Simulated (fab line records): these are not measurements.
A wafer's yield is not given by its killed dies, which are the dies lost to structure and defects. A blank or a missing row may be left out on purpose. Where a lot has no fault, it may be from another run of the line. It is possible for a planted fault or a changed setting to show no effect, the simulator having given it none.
Shared-tool check -- flow sky130 -- 13 lots, 39 wafers sampled

THE REASON FOR OPENING IT
Of 13 lots, 1 have the reading VT_ADJUST_LVTN_2_TW flagged at SKY_VT_ADJUST_LVTN_TW_MEAS_21. Fault-free wafers read 189.2, with a standard deviation of 1.8.
Rule: a lot is flagged when every wafer of it that has a number lies more than 4 standard deviations from that mean, or none has a number. The other lots count as sound.

lot,measured,on,"VT_ADJUST_LVTN_2_TW, wafer by wafer",flag
L231,day 7 12:39,filmMetro-03,186.8 186.0 185.8,
L232,day 8 00:34,filmMetro-04,189.0 189.7 190.4,
L234,day 8 15:28,filmMetro-02,191.9 190.4 190.5,
L235,day 8 21:09,filmMetro-03,186.2 187.0 187.3,
L236,day 9 05:28,filmMetro-02,189.8 189.7 188.9,
L237,day 9 14:19,filmMetro-03,186.9 187.7 187.2,
L238,day 9 23:10,filmMetro-02,191.9 191.0 189.3,
L239,day 9 23:45,filmMetro-02,190.3 190.1 190.2,
L240,day 10 10:10,filmMetro-03,187.1 188.1 187.7,
L241,day 10 13:01,filmMetro-04,190.2 190.1 190.3,
L243,day 11 08:03,filmMetro-02,191.7 192.5 192.0,
L247,day 12 06:10,filmMetro-02,30.5 30.3 30.4,FLAGGED
L254,day 14 03:28,filmMetro-02,190.2 189.2 189.8,
The numbers of the flagged lots are 30.4 on average: -158.8 against the usual, or -88 standard deviations.

WHICH TOOL RAN EACH LOT
Before the reading, the record contains 2 process steps out of a 708-step route. Cell contents, in order: the tool; ch with the chambers the sampled wafers went through; the start.
lot,flag,SKY_VT_ADJUST_LVTN_STRIP_09,SKY_VT_ADJUST_LVTN_STRIP_20
L231,,"plasmaAsher-02 ch 0,1, day 6 16:48","plasmaAsher-04 ch 0,1, day 7 12:33"
L232,,"plasmaAsher-02 ch 0,1, day 7 04:20","plasmaAsher-04 ch 0,1, day 8 00:29"
L234,,"plasmaAsher-04 ch 0,1, day 7 18:09","plasmaAsher-04 ch 0, day 8 15:21"
L235,,"plasmaAsher-02 ch 0,1, day 7 23:23","plasmaAsher-03 ch 0,1, day 8 21:02"
L236,,"plasmaAsher-02 ch 0,1, day 8 07:39","plasmaAsher-02 ch 0,1, day 9 05:22"
L237,,"plasmaAsher-03 ch 0,1, day 8 16:08","plasmaAsher-04 ch 0,1, day 9 14:13"
L238,,"plasmaAsher-03 ch 0,1, day 9 01:49","plasmaAsher-04 ch 0,1, day 9 23:03"
L239,,"plasmaAsher-03 ch 0, day 9 02:23","plasmaAsher-03 ch 0,1, day 9 23:38"
L240,,"plasmaAsher-04 ch 0,1, day 9 11:19","plasmaAsher-03 ch 0,1, day 10 10:04"
L241,,"plasmaAsher-02 ch 0,1, day 9 14:34","plasmaAsher-03 ch 0,1, day 10 12:55"
L243,,"plasmaAsher-03 ch 0,1, day 10 08:26","plasmaAsher-03 ch 0, day 11 07:57"
L247,FLAGGED,"plasmaAsher-02 ch 0,1, day 11 07:41","plasmaAsher-04 ch 0,1, day 12 06:04"
L254,,"plasmaAsher-04 ch 0,1, day 13 02:14","plasmaAsher-02 ch 0,1, day 14 03:22"
These steps, and what they do:
- SKY_VT_ADJUST_LVTN_STRIP_09: strips in O2/N2.
- SKY_VT_ADJUST_LVTN_STRIP_20: strips in O2/N2.
- SKY_VT_ADJUST_LVTN_TW_MEAS_21

FLAGGED AGAINST TOTAL, ONE TOOL AT A TIME (gauges that did the reading follow at the end)
step,tool,lots run,flagged,share of the flagged lots,sound lots run after its first flagged lot
SKY_VT_ADJUST_LVTN_STRIP_09,plasmaAsher-02,6,1,all,0
SKY_VT_ADJUST_LVTN_STRIP_09,plasmaAsher-03,4,0,none,-
SKY_VT_ADJUST_LVTN_STRIP_09,plasmaAsher-04,3,0,none,-
SKY_VT_ADJUST_LVTN_STRIP_20,plasmaAsher-02,2,0,none,-
SKY_VT_ADJUST_LVTN_STRIP_20,plasmaAsher-03,5,0,none,-
SKY_VT_ADJUST_LVTN_STRIP_20,plasmaAsher-04,6,1,all,0
SKY_VT_ADJUST_LVTN_TW_MEAS_21,filmMetro-02,7,1,all,1 (L254)
SKY_VT_ADJUST_LVTN_TW_MEAS_21,filmMetro-03,4,0,none,-
SKY_VT_ADJUST_LVTN_TW_MEAS_21,filmMetro-04,2,0,none,-

THE TABLE: WHAT IT ALLOWS
plasmaAsher-02 at SKY_VT_ADJUST_LVTN_STRIP_09, plasmaAsher-04 at SKY_VT_ADJUST_LVTN_STRIP_20 and filmMetro-02 at SKY_VT_ADJUST_LVTN_TW_MEAS_21: these 3 rows of the table ran every flagged lot.
- plasmaAsher-02 at SKY_VT_ADJUST_LVTN_STRIP_09 ran 6 lots, 1 of them flagged. A fault beginning between L241 (day 9 14:34), its last sound lot, and L247 (day 11 07:41), its first flagged one, fits the data. Its own readings lie more than 4 standard deviations out on every wafer of the flagged lots: oesProductAu.
- plasmaAsher-04 at SKY_VT_ADJUST_LVTN_STRIP_20 ran 6 lots, 1 of them flagged. A fault beginning between L238 (day 9 23:03), its last sound lot, and L247 (day 12 06:04), its first flagged one, fits the data. Its own readings lie more than 4 standard deviations out on every wafer of the flagged lots: stripTimeToEndpointS.
- filmMetro-02 at SKY_VT_ADJUST_LVTN_TW_MEAS_21 ran 7 lots, 1 of them flagged. Sound lots followed the first flagged one (L254) on it, something a lasting fault affecting the whole tool could not allow.
These 2 tools cannot be told apart by counting lots, since each of them fits a fault that started at some hour. More lots, or a look at what each step does to the wafer, might.

WHAT WAS PUT IN BY THE SIMULATOR
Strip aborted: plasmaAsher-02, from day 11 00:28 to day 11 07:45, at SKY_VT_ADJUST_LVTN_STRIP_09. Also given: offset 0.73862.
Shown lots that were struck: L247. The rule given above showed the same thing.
